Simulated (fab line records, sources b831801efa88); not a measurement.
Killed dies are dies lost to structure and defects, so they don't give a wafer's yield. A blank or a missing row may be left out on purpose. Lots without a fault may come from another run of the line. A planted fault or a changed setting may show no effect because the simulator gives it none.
fab line records | flow sky130
record lots=5 wafers=15 last_day=50
route steps=708 shown METAL5@662 PASSIVATION@681 PAD_OPEN@694
lots that met no fault: from a run of the same line without faults
start_h: hours from the record's first day to the start of the lot's first wafer shown | wait_h: hours since the lot's step before | " the same as in the row above | L1.1+2: a row that stands for several wafers | - no value, or no start given | * or withheld: withheld | < > ~ a bound
route shown NAME@n: a module of which the file shows steps, and the number in the route of the first | usual: mean/standard deviation of fault-free wafers | same: alike in all rows | chamber/n: place in a boat | sites: the reading at each site | _std_site: their standard deviation | _edge_site: outer sites' mean less inner sites' | radius_mm: how far each site lies from the wafer's centre | mask NAME#n: copy n | behind: the tool/chamber that last shaped the wafer | hold: why the lot was held/for how many hours/how that ended | device: the transistor (n, p or np) that didn't switch | end of line: the same wafers' tests at the end of the route | a step without rows: its recipe alone | killed: dies lost to structure and defects at the first sort, not the wafer's yield | map: a wafer's dies, x killed, . not, _ none there
set.NAME: the setting as run; set.NAME@STEP: as run at that earlier step | model.NAME: the simulator's own value behind a step, which no gauge read
lots at some steps of the route; a table a step, a row a wafer
services: from which hour (start_h, from the record's first day; less than 0 if before it) a tool's chamber was out of use, for how many hours, and why
## steps
# step SKY_METAL5_SPUTTER_01
# recipe material=TiN target_thk_nm=20 power_w=6500 time_s=16.7 chamber_pressure_pa=0.4
# usual cathode_dc_power_W=6500.0/1.1 throttle_valve_pct=29.3/0.88
# columns lot.wafer tool chamber start_h wait_h cathode_dc_power_W throttle_valve_pct
L077.1 pvd_sputter-02 - 1025.19 0.0 6500.3 27.8
L077.2 " - " " 6499.7 29.9
L077.6 " - " " 6500.1 29.4
L083.2 pvd_sputter-01 - 1063.50 0.0 6500.4 29.4
L083.3 " - " " 6499.8 28.4
L083.5 " - " " 6499.9 28.8
L092.3 pvd_sputter-01 - 1118.18 0.0 6501.1 29.7
L092.4 " - " " 6499.5 29.7
L092.5 " - " " 6500.1 29.7
L093.2 pvd_sputter-01 - 1126.12 0.0 6498.7 29.9
L093.4 " - " " 6498.5 28.9
L093.5 " - " " 6499.9 28.4
L094.1 pvd_sputter-02 - 1133.10 0.0 6499.8 31.0
L094.3 " - " " 6500.9 29.2
L094.5 " - " " 6499.6 29.1
# step SKY_METAL5_SPUTTER_02
# recipe material=AlCu target_thk_nm=1150 power_w=10600 time_s=61.2 chamber_pressure_pa=0.4
# usual cathode_dc_power_W=10600/1.9 throttle_valve_pct=29.3/0.86
# columns lot.wafer tool chamber start_h wait_h cathode_dc_power_W throttle_valve_pct
L077.1 pvd_sputter-02 - 1025.22 0.0 10602 27.9
L077.2 " - " " 10602 29.8
L077.6 " - " " 10599 29.6
L083.2 pvd_sputter-01 - 1063.53 0.0 10601 29.1
L083.3 " - " " 10598 28.3
L083.5 " - " " 10596 29.0
L092.3 pvd_sputter-01 - 1118.20 0.0 10599 29.2
L092.4 " - " " 10599 29.6
L092.5 " - " " 10598 29.6
L093.2 pvd_sputter-01 - 1126.15 0.0 10602 29.7
L093.4 " - " " 10601 29.2
L093.5 " - " " 10597 28.3
L094.1 pvd_sputter-02 - 1133.12 0.0 10601 31.0
L094.3 " - " " 10598 29.4
L094.5 " - " " 10601 29.5
# step SKY_METAL5_SPUTTER_03
# recipe material=Ti target_thk_nm=5 power_w=3000 time_s=3.3 chamber_pressure_pa=0.4
# usual cathode_dc_power_W=3000.0/0.53 throttle_valve_pct=29.3/0.88
# columns lot.wafer tool chamber start_h wait_h cathode_dc_power_W throttle_valve_pct
L077.1 pvd_sputter-02 - 1025.27 0.0 3000.3 27.8
L077.2 " - " " 2999.8 29.9
L077.6 " - " " 2999.9 29.3
L083.2 pvd_sputter-01 - 1063.58 0.0 3000.2 29.2
L083.3 " - " " 3000.0 28.6
L083.5 " - " " 3000.0 29.2
L092.3 pvd_sputter-01 - 1118.25 0.0 2999.6 29.3
L092.4 " - " " 2999.8 29.6
L092.5 " - " " 2999.8 29.7
L093.2 pvd_sputter-01 - 1126.20 0.0 2999.6 29.9
L093.4 " - " " 2999.1 29.2
L093.5 " - " " 3000.2 28.4
L094.1 pvd_sputter-02 - 1133.17 0.0 2999.8 31.3
L094.3 " - " " 3000.7 29.3
L094.5 " - " " 2998.8 29.3
# step SKY_METAL5_SPUTTER_04
# recipe material=TiN target_thk_nm=70 power_w=6500 time_s=58.3 chamber_pressure_pa=0.4
# usual cathode_dc_power_W=6500.0/1.2 throttle_valve_pct=29.3/0.89
# columns lot.wafer tool chamber start_h wait_h cathode_dc_power_W throttle_valve_pct
L077.1 pvd_sputter-02 - 1025.29 0.0 6500.3 28.0
L077.2 " - " " 6501.2 29.8
L077.6 " - " " 6499.7 29.2
L083.2 pvd_sputter-01 - 1063.60 0.0 6501.3 29.2
L083.3 " - " " 6499.7 28.6
L083.5 " - " " 6499.9 29.2
L092.3 pvd_sputter-01 - 1118.27 0.0 6499.7 29.4
L092.4 " - " " 6497.9 29.5
L092.5 " - " " 6501.1 29.8
L093.2 pvd_sputter-01 - 1126.22 0.0 6501.4 29.7
L093.4 " - " " 6499.6 29.1
L093.5 " - " " 6500.2 28.7
L094.1 pvd_sputter-02 - 1133.19 0.0 6499.3 31.1
L094.3 " - " " 6499.8 29.3
L094.5 " - " " 6500.5 29.3
# step SKY_METAL5_RS_MEAS_05
# recipe thk_meas_gauge=four-point-probe reads=TiN_of_METAL5_SPUTTER_04+Ti_of_METAL5_SPUTTER_03+AlCu_of_METAL5_SPUTTER_02+TiN_of_METAL5_SPUTTER_01+Ti_of_METAL5_SPUTTER_00
# usual METAL5_ALCU_RS=0.02707/0.00028
# columns lot.wafer tool chamber start_h wait_h METAL5_ALCU_RS[ohm/sq]
L077.1 film_metro-03 - 1025.34 0.0 0.02715
L077.2 " - " " 0.02682
L077.6 " - " " 0.02697
L083.2 film_metro-02 - 1063.66 0.0 0.02713
L083.3 " - " " 0.02697
L083.5 " - " " 0.02703
L092.3 film_metro-01 - 1118.36 0.1 0.02692
L092.4 " - " " 0.02714
L092.5 " - " " 0.02721
L093.2 film_metro-03 - 1126.29 0.0 0.02746
L093.4 " - " " 0.02661
L093.5 " - " " 0.02685
L094.1 film_metro-01 - 1133.24 0.0 0.02707
L094.3 " - " " 0.02695
L094.5 " - " " 0.02705
# step SKY_METAL5_THK_MEAS_06
# recipe thk_meas_gauge=xrf reads=AlCu_of_METAL5_SPUTTER_02
# usual METAL5_ALCU_THK=1128/13
# columns lot.wafer tool chamber start_h wait_h METAL5_ALCU_THK[nm]
L077.1 film_metro-03 - 1025.46 0.1 1131
L077.2 " - " " 1138
L077.6 " - " " 1135
L083.2 film_metro-02 - 1063.77 0.1 1135
L083.3 " - " " 1141
L083.5 " - " " 1136
L092.3 film_metro-01 - 1118.46 0.1 1131
L092.4 " - " " 1122
L092.5 " - " " 1119
L093.2 film_metro-03 - 1126.40 0.1 1111
L093.4 " - " " 1145
L093.5 " - " " 1139
L094.1 film_metro-01 - 1133.36 0.1 1119
L094.3 " - " " 1115
L094.5 " - " " 1118
# step SKY_METAL5_DEHYDRATE_07
# recipe temp_c=200 time_s=60
# usual heater_power_total_W=160.37/0.12 plate_temp_C=199.95/0.17
# columns lot.wafer tool chamber start_h wait_h heater_power_total_W plate_temp_C
L077.1 litho_track-02 0 1036.26 10.8 160.35 199.93
L077.2 " 0 " " 160.11 199.96
L077.6 " 0 " " 160.44 200.10
L083.2 litho_track-01 0 1073.94 10.2 160.22 199.59
L083.3 " 0 " " 160.49 199.89
L083.5 " 0 " " 160.20 199.67
L092.3 litho_track-01 0 1127.86 9.4 160.42 199.95
L092.4 " 0 " " 160.38 200.03
L092.5 " 0 " " 160.43 200.00
L093.2 litho_track-02 0 1134.94 8.5 160.34 199.84
L093.4 " 0 " " 160.36 200.07
L093.5 " 0 " " 160.61 199.87
L094.1 litho_track-01 0 1141.56 8.2 160.21 199.85
L094.3 " 0 " " 160.32 200.00
L094.5 " 0 " " 160.35 199.83
# step SKY_METAL5_HMDS_08
# recipe prime_time_s=60 prime_temp_c=120
# usual prime_temp_c=119.99/0.13
# same prime_time_s=60
# columns lot.wafer tool chamber start_h wait_h prime_temp_c
L077.1 litho_track-02 0 1036.41 0.1 120.18
L077.2 " 0 " " 120.21
L077.6 " 0 " " 119.86
L083.2 litho_track-01 0 1074.09 0.1 120.20
L083.3 " 0 " " 119.84
L083.5 " 0 " " 120.14
L092.3 litho_track-01 0 1128.01 0.1 119.80
L092.4 " 0 " " 119.76
L092.5 " 0 " " 119.89
L093.2 litho_track-02 0 1135.09 0.1 119.92
L093.4 " 0 " " 119.98
L093.5 " 0 " " 120.09
L094.1 litho_track-01 0 1141.71 0.1 119.97
L094.3 " 0 " " 119.98
L094.5 " 0 " " 119.85
# step SKY_METAL5_COAT_09
# recipe resist=NOVOLAK spin_rpm=3000 resist_thk_nm=1800
# columns lot.wafer tool chamber start_h wait_h
L077.1+2+6 litho_track-02 0 1036.56 0.1
L083.2+3+5 litho_track-01 0 1074.24 0.1
L092.3+4+5 litho_track-01 0 1128.16 0.1
L093.2+4+5 litho_track-02 0 1135.24 0.1
L094.1+3+5 litho_track-01 0 1141.86 0.1
# step SKY_METAL5_SOFTBAKE_10
# recipe temp_c=90 time_s=60 resist=NOVOLAK
# usual heater_power_total_W=56.60/0.042 plate_temp_C=89.98/0.13
# columns lot.wafer tool chamber start_h wait_h heater_power_total_W plate_temp_C
L077.1 litho_track-02 0 1036.71 0.1 56.60 90.02
L077.2 " 0 " " 56.66 89.95
L077.6 " 0 " " 56.60 89.88
L083.2 litho_track-01 0 1074.39 0.1 56.65 89.84
L083.3 " 0 " " 56.56 89.82
L083.5 " 0 " " 56.50 90.10
L092.3 litho_track-01 0 1128.31 0.1 56.54 90.14
L092.4 " 0 " " 56.60 90.03
L092.5 " 0 " " 56.59 90.09
L093.2 litho_track-02 0 1135.39 0.1 56.63 89.84
L093.4 " 0 " " 56.57 89.92
L093.5 " 0 " " 56.54 89.76
L094.1 litho_track-01 0 1142.01 0.1 56.64 90.03
L094.3 " 0 " " 56.54 89.93
L094.5 " 0 " " 56.67 90.02
# step SKY_METAL5_EXPOSE_11
# recipe mask_id=MM5 na=0.6 source_shape=conventional sigma_outer=0.6 polarization=unpolarized target_cd_nm=1600 dose_mj=190
# usual reticle_temp_C=23.02/0.099
# same sigma_outer=0.6
# columns lot.wafer tool chamber start_h wait_h mask reticle_temp_C
L077.1 iline_stepper-02 0 - - MM5#0 23.01
L077.2 " 0 " " MM5#0 22.91
L077.6 " 0 " " MM5#0 23.16
L083.2 iline_stepper-02 0 - - MM5#0 23.06
L083.3 " 0 " " MM5#0 23.16
L083.5 " 0 " " MM5#0 23.02
L092.3 iline_stepper-02 0 - - MM5#0 23.11
L092.4 " 0 " " MM5#0 22.97
L092.5 " 0 " " MM5#0 22.94
L093.2 iline_stepper-01 0 - - MM5#0 23.09
L093.4 " 0 " " MM5#0 22.94
L093.5 " 0 " " MM5#0 22.95
L094.1 iline_stepper-01 0 - - MM5#0 23.02
L094.3 " 0 " " MM5#0 23.02
L094.5 " 0 " " MM5#0 23.07
# step SKY_METAL5_PEB_12
# recipe temp_c=withheld time_s=* resist=NOVOLAK
# columns lot.wafer tool chamber start_h wait_h
L077.1+2+6 litho_track-04 0 - -
L083.2+3+5 litho_track-02 0 - -
L092.3+4+5 litho_track-02 0 - -
L093.2+4+5 litho_track-01 0 - -
L094.1+3+5 litho_track-02 0 - -
# step SKY_METAL5_DEVELOP_13
# recipe resist=NOVOLAK developer=TMAH develop_time_s=60 dev_temp_c=23
# columns lot.wafer tool chamber start_h wait_h
L077.1+2+6 litho_track-04 0 1046.89 0.1
L083.2+3+5 litho_track-02 0 1084.79 0.1
L092.3+4+5 litho_track-02 0 1137.11 0.1
L093.2+4+5 litho_track-01 0 1144.64 0.1
L094.1+3+5 litho_track-02 0 1151.21 0.1
# step SKY_METAL5_DESCUM_14
# recipe chemistry=O2 source_power_w=150 bias_power_w=0 pressure_mtorr=10 temp_c=40 time_s=11
# usual drypump_motor_current_A=5.58/0.22 oes_product_au=1.001/0.0071
# columns lot.wafer tool chamber start_h wait_h drypump_motor_current_A oes_product_au rf_hours_counter_h
L077.1 rie_metal-03 0 1047.04 0.1 5.62 1.008 7
L077.2 " 1 " " 5.59 1.003 8
L077.6 " 1 " " 5.62 0.988 -
L083.2 rie_metal-04 1 1084.91 0.1 5.21 0.997 18
L083.3 " 1 " " 5.22 1.001 -
L083.5 " 0 " " 5.82 1.024 -
L092.3 rie_metal-03 0 1137.23 0.1 5.63 1.005 -
L092.4 " 1 " " 5.62 0.994 -
L092.5 " 1 " " 5.62 0.997 -
L093.2 rie_metal-03 1 1144.76 0.1 5.60 0.996 17
L093.4 " 0 " " 5.62 1.007 -
L093.5 " 1 " " 5.57 0.991 -
L094.1 rie_metal-04 1 1151.36 0.1 5.27 0.992 23
L094.3 " 0 " " 5.85 1.011 -
L094.5 " 0 " " 5.86 1.004 -
# step SKY_METAL5_METAL_ETCH_15
# recipe target_depth_a=12600 stop_on=SiO2 over_etch_frac=0.2 time_s=252 chemistry=Cl2/BCl3 resist_sidewall_deg=86 pressure_mtorr=10 icp_w=900 bias_w=48.5 Cl2_flow_sccm=60 bcl3_flow_sccm=30
# usual drypump_motor_current_A=5.58/0.22 oes_product_au=0.894/0.0049 throttle_valve_pct=22.264/0.0086
# columns lot.wafer tool chamber start_h wait_h drypump_motor_current_A oes_product_au rf_hours_counter_h throttle_valve_pct
L077.1 rie_metal-03 0 1047.07 0.0 5.62 0.895 7 22.268
L077.2 " 1 " " 5.61 0.893 8 22.251
L077.6 " 1 " " 5.62 0.897 - 22.259
L083.2 rie_metal-04 1 1084.95 0.0 5.23 0.891 18 22.278
L083.3 " 1 " " 5.22 0.892 - 22.272
L083.5 " 0 " " 5.88 0.881 - 22.256
L092.3 rie_metal-03 0 1137.33 0.1 5.64 0.892 - 22.270
L092.4 " 1 " " 5.65 0.892 - 22.271
L092.5 " 1 " " 5.60 0.891 - 22.281
L093.2 rie_metal-03 1 1144.80 0.0 5.59 0.893 17 22.276
L093.4 " 0 " " 5.61 0.902 - 22.258
L093.5 " 1 " " 5.63 0.892 - 22.261
L094.1 rie_metal-04 1 1151.40 0.0 5.25 0.894 23 22.264
L094.3 " 0 " " 5.87 0.892 - 22.249
L094.5 " 0 " " 5.85 0.891 - 22.251
# step SKY_METAL5_STRIP_16
# recipe chemistry=O2/N2 power_w=1400 pressure_mtorr=1500 platen_temp_c=withheld o2_flow_sccm=3000 n2_flow_sccm=300 overash_fraction=0.5
# usual drypump_motor_current_A=5.7/0.37 oes_product_au=0.710/0.0044 strip_time_to_endpoint_s=13.02/0.11
# columns lot.wafer tool chamber start_h wait_h drypump_motor_current_A oes_product_au rf_hours_counter_h strip_time_to_endpoint_s
L077.1 plasma_asher-01 1 1047.31 0.2 5.4 0.707 31 12.99
L077.2 " 0 " " 5.1 0.710 31 13.09
L077.6 " 0 " " 5.1 0.709 - 13.04
L083.2 plasma_asher-02 1 1085.18 0.2 5.8 0.712 2 13.14
L083.3 " 0 " " 5.7 0.713 - 13.15
L083.5 " 1 " " 5.8 0.705 - 12.81
L092.3 plasma_asher-04 1 1137.52 0.1 6.2 0.713 - 12.83
L092.4 " 0 " " 5.8 0.713 - 13.04
L092.5 " 0 " " 5.8 0.705 - 12.99
L093.2 plasma_asher-04 1 1145.03 0.2 6.2 0.707 71 13.16
L093.4 " 0 " " 5.9 0.704 - 12.80
L093.5 " 1 " " 6.2 0.711 - 12.98
L094.1 plasma_asher-02 1 1151.63 0.2 5.8 0.716 8 13.11
L094.3 " 0 " " 5.8 0.708 - 12.94
L094.5 " 0 " " 5.7 0.713 - 12.83
# step SKY_METAL5_STRIP_17
# recipe chemistry=post_etch_residue_remover time_s=1200 temp_c=72.5
# columns lot.wafer tool chamber start_h wait_h
L077.1+2+6 wet_bench-02 1 1047.41 0.1
L083.2+3+5 wet_bench-01 3 1085.28 0.1
L092.3+4+5 wet_bench-01 2 1137.58 0.0
L093.2+4+5 wet_bench-01 1 1145.13 0.1
L094.1+3+5 wet_bench-01 1 1151.74 0.1
# step SKY_METAL5_CLEAN_18
# recipe chemistry=IPA time_s=180 temp_c=25
# columns lot.wafer tool chamber start_h wait_h
L077.1+2+6 wet_bench-01 0 1047.78 0.0
L083.2+3+5 wet_bench-04 3 1085.63 0.0
L092.3+4+5 wet_bench-02 1 1137.96 0.0
L093.2+4+5 wet_bench-04 2 1145.47 0.0
L094.1+3+5 wet_bench-02 2 1152.11 0.0
# step SKY_METAL5_CLEAN_19
# recipe chemistry=O3/DIW dry=n2_spin
# columns lot.wafer tool chamber start_h wait_h
L077.1+2+6 wet_bench-02 2 1047.84 0.0
L083.2+3+5 wet_bench-02 3 1085.68 0.0
L092.3+4+5 wet_bench-01 0 1138.01 0.0
L093.2+4+5 wet_bench-01 3 1145.53 0.0
L094.1+3+5 wet_bench-01 2 1152.29 0.1
# step SKY_PASSIVATION_CVD_00
# recipe material=SiO2 target_thk_nm=90 temp_c=400 time_s=withheld rf_w=600
# usual heater_power_outer_w=399/65 heater_power_w=665/91
# columns lot.wafer tool chamber start_h wait_h heater_power_outer_w heater_power_w
L077.1 pecvd-04 2 1047.94 0.0 355 636
L077.2 " 0 " " 367 607
L077.6 " 2 " " 362 640
L083.2 pecvd-03 2 1085.78 0.0 351 570
L083.3 " 1 " " 532 855
L083.5 " 0 " " 349 614
L092.3 pecvd-04 0 1138.11 0.0 390 636
L092.4 " 0 " " 412 657
L092.5 " 1 " " 367 626
L093.2 pecvd-02 1 1145.62 0.0 369 617
L093.4 " 1 " " 367 631
L093.5 " 2 " " 333 563
L094.1 pecvd-02 2 1152.38 0.0 293 516
L094.3 " 0 " " 525 815
L094.5 " 1 " " 307 530
# step SKY_PASSIVATION_THK_MEAS_01
# recipe reads=SiO2_of_PASSIVATION_CVD_00
# usual PASSIVATION_CVD_00_THK=90.4/1.3
# columns lot.wafer tool chamber start_h wait_h PASSIVATION_CVD_00_THK[nm]
L077.1 film_metro-02 - 1047.96 - 90.9
L077.2 " - " " 91.2
L077.6 " - " " 91.6
L083.2 film_metro-01 - 1085.81 - 87.7
L083.3 " - " " 88.1
L083.5 " - " " 88.7
L092.3 film_metro-04 - 1138.16 - 88.7
L092.4 " - " " 91.9
L092.5 " - " " 89.8
L093.2 film_metro-01 - 1145.65 - 90.1
L093.4 " - " " 90.8
L093.5 " - " " 92.3
L094.1 film_metro-04 - 1152.40 - 91.1
L094.3 " - " " 91.0
L094.5 " - " " 93.0
# step SKY_PASSIVATION_CVD_02
# recipe material=Si3N4 target_thk_nm=540 temp_c=400 time_s=withheld rf_w=450
# usual heater_power_outer_w=429/77 heater_power_w=710/120
# columns lot.wafer tool chamber start_h wait_h heater_power_outer_w heater_power_w
L077.1 pecvd-02 1 1048.02 0.1 436 686
L077.2 " 2 " " 344 583
L077.6 " 2 " " 379 627
L083.2 pecvd-04 0 1085.86 0.0 416 665
L083.3 " 1 " " 494 785
L083.5 " 0 " " 427 715
L092.3 pecvd-02 2 1138.20 0.0 392 650
L092.4 " 1 " " 390 658
L092.5 " 2 " " 302 528
L093.2 pecvd-03 0 1145.70 0.0 412 725
L093.4 " 1 " " 604 987
L093.5 " 0 " " 424 743
L094.1 pecvd-03 2 1152.46 0.1 391 633
L094.3 " 1 " " 592 970
L094.5 " 0 " " 323 606
# step SKY_PASSIVATION_THK_MEAS_03
# recipe reads=Si3N4_of_PASSIVATION_CVD_02
# usual PASSIVATION_CVD_02_THK=539/6.3
# columns lot.wafer tool chamber start_h wait_h PASSIVATION_CVD_02_THK[nm]
L077.1 film_metro-01 - 1048.25 - 539
L077.2 " - " " 533
L077.6 " - " " 541
L083.2 film_metro-02 - 1086.14 - 540
L083.3 " - " " 529
L083.5 " - " " 544
L092.3 film_metro-02 - 1138.44 - 539
L092.4 " - " " 549
L092.5 " - " " 541
L093.2 film_metro-02 - 1145.94 - 535
L093.4 " - " " 546
L093.5 " - " " 540
L094.1 film_metro-02 - 1152.69 - 527
L094.3 " - " " 534
L094.5 " - " " 545
# step SKY_PASSIVATION_DEHYDRATE_04
# recipe temp_c=200 time_s=60
# usual heater_power_total_W=160.38/0.12 plate_temp_C=199.99/0.15
# columns lot.wafer tool chamber start_h wait_h heater_power_total_W plate_temp_C
L077.1 litho_track-02 0 1058.51 10.3 160.23 199.90
L077.2 " 0 " " 160.40 199.86
L077.6 " 0 " " 160.33 200.14
L083.2 litho_track-03 0 1095.10 8.9 160.25 200.25
L083.3 " 0 " " 160.47 200.27
L083.5 " 0 " " 160.53 200.07
L092.3 litho_track-03 0 1147.37 8.9 160.40 200.18
L092.4 " 0 " " 160.41 199.95
L092.5 " 0 " " 160.39 199.88
L093.2 litho_track-03 0 1154.65 8.7 160.51 199.96
L093.4 " 0 " " 160.30 199.99
L093.5 " 0 " " 160.42 199.77
L094.1 litho_track-03 0 1160.47 7.8 160.16 199.92
L094.3 " 0 " " 160.53 199.82
L094.5 " 0 " " 160.59 200.07
# step SKY_PASSIVATION_HMDS_05
# recipe prime_time_s=60 prime_temp_c=120
# usual prime_temp_c=120.02/0.16
# same prime_time_s=60
# columns lot.wafer tool chamber start_h wait_h prime_temp_c
L077.1 litho_track-02 0 1058.66 0.1 120.04
L077.2 " 0 " " 120.06
L077.6 " 0 " " 120.15
L083.2 litho_track-03 0 1095.25 0.1 120.12
L083.3 " 0 " " 119.76
L083.5 " 0 " " 119.80
L092.3 litho_track-03 0 1147.52 0.1 120.05
L092.4 " 0 " " 119.87
L092.5 " 0 " " 119.62
L093.2 litho_track-03 0 1154.80 0.1 120.08
L093.4 " 0 " " 119.94
L093.5 " 0 " " 120.05
L094.1 litho_track-03 0 1160.62 0.1 120.02
L094.3 " 0 " " 120.30
L094.5 " 0 " " 120.04
# step SKY_PASSIVATION_COAT_06
# recipe spin_rpm=2000 resist_thk_nm=3000
# columns lot.wafer tool chamber start_h wait_h
L077.1+2+6 litho_track-02 0 1058.81 0.1
L083.2+3+5 litho_track-03 0 1095.40 0.1
L092.3+4+5 litho_track-03 0 1147.67 0.1
L093.2+4+5 litho_track-03 0 1154.95 0.1
L094.1+3+5 litho_track-03 0 1160.77 0.1
# step SKY_PASSIVATION_SOFTBAKE_07
# recipe temp_c=110 time_s=withheld
# usual heater_power_total_W=65.34/0.13 plate_temp_C=110.01/0.14
# columns lot.wafer tool chamber start_h wait_h heater_power_total_W plate_temp_C
L077.1 litho_track-02 0 1058.96 0.1 65.02 109.89
L077.2 " 0 " " 65.51 109.97
L077.6 " 0 " " 65.18 109.88
L083.2 litho_track-03 0 1095.55 0.1 65.21 109.84
L083.3 " 0 " " 65.32 109.80
L083.5 " 0 " " 65.49 109.79
L092.3 litho_track-03 0 1147.84 0.1 65.26 109.83
L092.4 " 0 " " 65.49 109.94
L092.5 " 0 " " 65.27 109.76
L093.2 litho_track-03 0 1155.10 0.1 65.11 109.92
L093.4 " 0 " " 65.48 109.97
L093.5 " 0 " " 65.48 109.91
L094.1 litho_track-03 0 1160.92 0.1 65.20 109.95
L094.3 " 0 " " 65.42 109.84
L094.5 " 0 " " 65.30 109.76
# step SKY_PASSIVATION_EXPOSE_08
# recipe mask_id=NSM target_cd_nm=3000 na=0.57 dose_mj=260
# usual reticle_temp_C=23.01/0.1
# columns lot.wafer tool chamber start_h wait_h mask reticle_temp_C
L077.1 iline_stepper-02 0 - - NSM#0 23.11
L077.2 " 0 " " NSM#0 22.92
L077.6 " 0 " " NSM#0 23.10
L083.2 iline_stepper-01 0 - - NSM#0 22.72
L083.3 " 0 " " NSM#0 22.79
L083.5 " 0 " " NSM#0 22.96
L092.3 iline_stepper-02 0 - - NSM#0 23.09
L092.4 " 0 " " NSM#0 23.09
L092.5 " 0 " " NSM#0 23.20
L093.2 iline_stepper-02 0 - - NSM#0 23.07
L093.4 " 0 " " NSM#0 23.01
L093.5 " 0 " " NSM#0 23.14
L094.1 iline_stepper-02 0 - - NSM#0 22.91
L094.3 " 0 " " NSM#0 22.83
L094.5 " 0 " " NSM#0 22.91
# step SKY_PASSIVATION_PEB_09
# recipe temp_c=115 time_s=withheld
# usual heater_power_total_W=69.35/0.14 plate_temp_C=114.99/0.13
# columns lot.wafer tool chamber start_h wait_h heater_power_total_W plate_temp_C
L077.1 litho_track-02 0 - - 69.46 114.94
L077.2 " 0 " " 69.53 115.07
L077.6 " 0 " " 69.17 114.98
L083.2 litho_track-04 0 - - 69.43 115.06
L083.3 " 0 " " 69.42 115.10
L083.5 " 0 " " 69.34 115.14
L092.3 litho_track-03 0 - - 69.40 115.22
L092.4 " 0 " " 69.53 114.87
L092.5 " 0 " " 69.54 115.15
L093.2 litho_track-02 0 - - 69.39 115.00
L093.4 " 0 " " 69.20 115.01
L093.5 " 0 " " 69.37 115.11
L094.1 litho_track-04 0 - - 69.12 114.87
L094.3 " 0 " " 69.15 114.87
L094.5 " 0 " " 69.28 114.82
# step SKY_PASSIVATION_DEVELOP_10
# recipe develop_time_s=60 dev_temp_c=23
# columns lot.wafer tool chamber start_h wait_h
L077.1+2+6 litho_track-02 0 - -
L083.2+3+5 litho_track-04 0 - -
L092.3+4+5 litho_track-03 0 - -
L093.2+4+5 litho_track-02 0 - -
L094.1+3+5 litho_track-04 0 - -
# step SKY_PASSIVATION_ETCH_11
# recipe chemistry=CF4/O2 target_depth_nm=725 stop_on=AlCu source_w=800 bias_w=150 pressure_mtorr=150 cf4_flow_sccm=80 O2_flow_sccm=10 time_s=161.1
# usual O2_flow_sccm=10.000/0.03 drypump_motor_current_A=5.8/0.38 oes_product_au=0.978/0.0066 throttle_valve_pct=5.964/0.0091
# columns lot.wafer tool chamber start_h wait_h O2_flow_sccm drypump_motor_current_A oes_product_au rf_hours_counter_h throttle_valve_pct
L077.1 rie_diel-03 2 1069.46 - 10.005 5.8 0.972 21 5.959
L077.2 " 1 " " 9.990 5.6 0.970 20 5.971
L077.6 " 3 " " 9.974 6.0 0.983 - 5.966
L083.2 rie_diel-02 1 1105.89 - 10.041 5.7 0.980 17 5.958
L083.3 " 3 " " 9.994 5.9 0.965 19 5.972
L083.5 " 3 " " 9.963 5.9 0.978 - 5.984
L092.3 rie_diel-04 3 1156.62 - 10.039 5.6 0.978 17 5.957
L092.4 " 0 " " 9.949 5.8 0.990 10 5.960
L092.5 " 0 " " 9.991 5.8 0.976 - 5.978
L093.2 rie_diel-04 2 1163.56 - 9.991 6.3 0.977 4 5.956
L093.4 " 0 " " 9.998 5.8 0.985 10 5.970
L093.5 " 0 " " 10.063 5.8 0.981 - 5.951
L094.1 rie_diel-02 0 1169.84 - 10.010 6.0 0.968 23 5.956
L094.3 " 2 " " 9.987 5.2 0.978 19 5.950
L094.5 " 1 " " 9.966 5.7 0.990 - 5.982
# step SKY_PASSIVATION_STRIP_12
# recipe chemistry=O2/N2 power_w=1400 pressure_mtorr=1500 platen_temp_c=withheld overash_fraction=0.7 o2_flow_sccm=3000 n2_flow_sccm=300
# usual drypump_motor_current_A=5.36/0.3 oes_product_au=0.661/0.0046 strip_time_to_endpoint_s=31.50/0.11
# columns lot.wafer tool chamber start_h wait_h drypump_motor_current_A oes_product_au rf_hours_counter_h strip_time_to_endpoint_s
L077.1 plasma_asher-01 1 1069.57 0.1 5.46 0.660 33 31.44
L077.2 " 0 " " 5.08 0.657 33 31.35
L077.6 " 1 " " 5.44 0.664 - 31.41
L083.2 plasma_asher-01 1 1105.99 0.1 5.44 0.663 37 31.52
L083.3 " 0 " " 5.08 0.655 - 31.59
L083.5 " 0 " " 5.08 0.658 - 31.59
L092.3 plasma_asher-03 0 1156.76 0.1 5.28 0.661 - 31.37
L092.4 " 1 " " 4.85 0.668 - 31.51
L092.5 " 0 " " 5.28 0.661 - 31.41
L093.2 plasma_asher-02 0 1163.67 0.1 5.70 0.661 9 31.53
L093.4 " 0 " " 5.71 0.661 - 31.40
L093.5 " 0 " " 5.72 0.656 - 31.42
L094.1 plasma_asher-01 1 1169.94 0.1 5.44 0.667 44 31.31
L094.3 " 1 " " 5.44 0.666 - 31.47
L094.5 " 0 " " 5.08 0.655 - 31.24
# step SKY_PAD_OPEN_DEHYDRATE_00
# recipe temp_c=200 time_s=60
# usual heater_power_total_W=160.38/0.13 plate_temp_C=199.96/0.18
# columns lot.wafer tool chamber start_h wait_h heater_power_total_W plate_temp_C
L077.1 litho_track-03 0 1079.42 9.8 160.33 199.97
L077.2 " 0 " " 160.36 199.88
L077.6 " 0 " " 160.38 199.53
L083.2 litho_track-03 0 1115.35 9.3 160.41 199.83
L083.3 " 0 " " 160.56 199.81
L083.5 " 0 " " 160.50 199.97
L092.3 litho_track-02 0 1165.06 8.3 160.59 199.98
L092.4 " 0 " " 160.56 200.16
L092.5 " 0 " " 160.63 200.12
L093.2 litho_track-02 0 1171.99 8.3 160.19 200.19
L093.4 " 0 " " 160.29 199.86
L093.5 " 0 " " 160.46 200.15
L094.1 litho_track-01 0 1177.61 7.6 160.56 199.74
L094.3 " 0 " " 160.35 199.82
L094.5 " 0 " " 160.39 199.58
## services
# columns tool chamber start_h hours kind
rie_diel-02 0 1009.67 21.2 repair
wet_bench-02 - 1009.83 4.8 repair
rie_diel-02 2 1012.58 4.7 repair
pecvd-03 - 1023.05 1.9 repair
pecvd-03 - 1036.67 1.6 repair
pvd_sputter-01 - 1042.28 5.3 repair
plasma_asher-02 - 1055.25 9.0 pm
iline_stepper-01 - 1066.22 0.7 repair
pecvd-03 0 1075.16 4.4 repair
pecvd-04 - 1078.56 1.3 repair
pvd_sputter-02 - 1082.53 0.6 repair
pecvd-03 - 1083.84 0.6 repair
iline_stepper-02 - 1092.88 2.1 pm
plasma_asher-02 - 1104.68 3.3 repair
iline_stepper-01 - 1107.62 1.7 pm
iline_stepper-02 - 1110.36 1.7 pm
plasma_asher-02 - 1115.64 13.1 repair
pvd_sputter-01 - 1116.51 0.7 repair
rie_metal-03 - 1122.72 2.8 pm
plasma_asher-01 - 1126.64 1.4 repair
pvd_sputter-01 - 1126.93 2.1 repair
plasma_asher-01 - 1134.99 2.8 pm
iline_stepper-01 - 1144.41 2.1 pm
pecvd-04 - 1172.15 0.6 repair
## key
fault none
